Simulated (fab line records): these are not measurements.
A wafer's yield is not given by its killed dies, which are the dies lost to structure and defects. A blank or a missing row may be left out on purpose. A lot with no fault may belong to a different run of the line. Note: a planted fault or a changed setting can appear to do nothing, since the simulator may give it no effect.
Matching of chambers + flow gf180mcu + 4 sister chambers for GF_V2_CMP_04 on cmp-02
The step polishes SiO2. 4 wafers are shown with their chamber, then 6 later ones without.

WAFERS WITH THEIR CHAMBER
| wafer  | chamber | motorCurrentA (A) |
|--------|---------|-------------------|
| L819.6 | 1       | 11.8              |
| L821.1 | 0       | 12.4              |
| L821.3 | 3       | 16.4              |
| L821.5 | 2       | 12.0              |

WAFERS WHOSE CHAMBER IS MISSING
| wafer  | motorCurrentA (A) |
|--------|-------------------|
| L823.2 | 17.0              |
| L823.4 | 12.0              |
| L823.5 | 11.9              |
| L826.2 | 11.7              |
| L826.3 | 15.7              |
| L826.4 | 11.8              |

WHICH CHAMBER EACH ONE RAN IN
| wafer  | from the rows above          | in truth |
|--------|------------------------------|----------|
| L823.2 | 3                            | 3        |
| L823.4 | can't be placed: 2 or 1 or 0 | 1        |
| L823.5 | can't be placed: 1 or 2 or 0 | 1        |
| L826.2 | can't be placed: 1 or 2 or 0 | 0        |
| L826.3 | 3                            | 3        |
| L826.4 | can't be placed: 1 or 2 or 0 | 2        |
2 of 6 placed correctly. Cannot be placed on the basis of these rows: 4; the candidates contain the true chamber in 4. Placed wrongly: 0.
How it was worked out, from the rows above alone: a wafer's distance from a chamber is the root of the sum, over the readings, of the square of ((its reading less the chamber's mean) divided by the reading's scatter). If the next closest chamber is less than 2 further off than the closest, the wafer can't be placed; otherwise it belongs to the closest. A chamber's mean is the mean of its shown wafers. The scatter: with one shown wafer a chamber, the root of the mean of the squares of how far each hidden wafer lies from its nearest shown one.
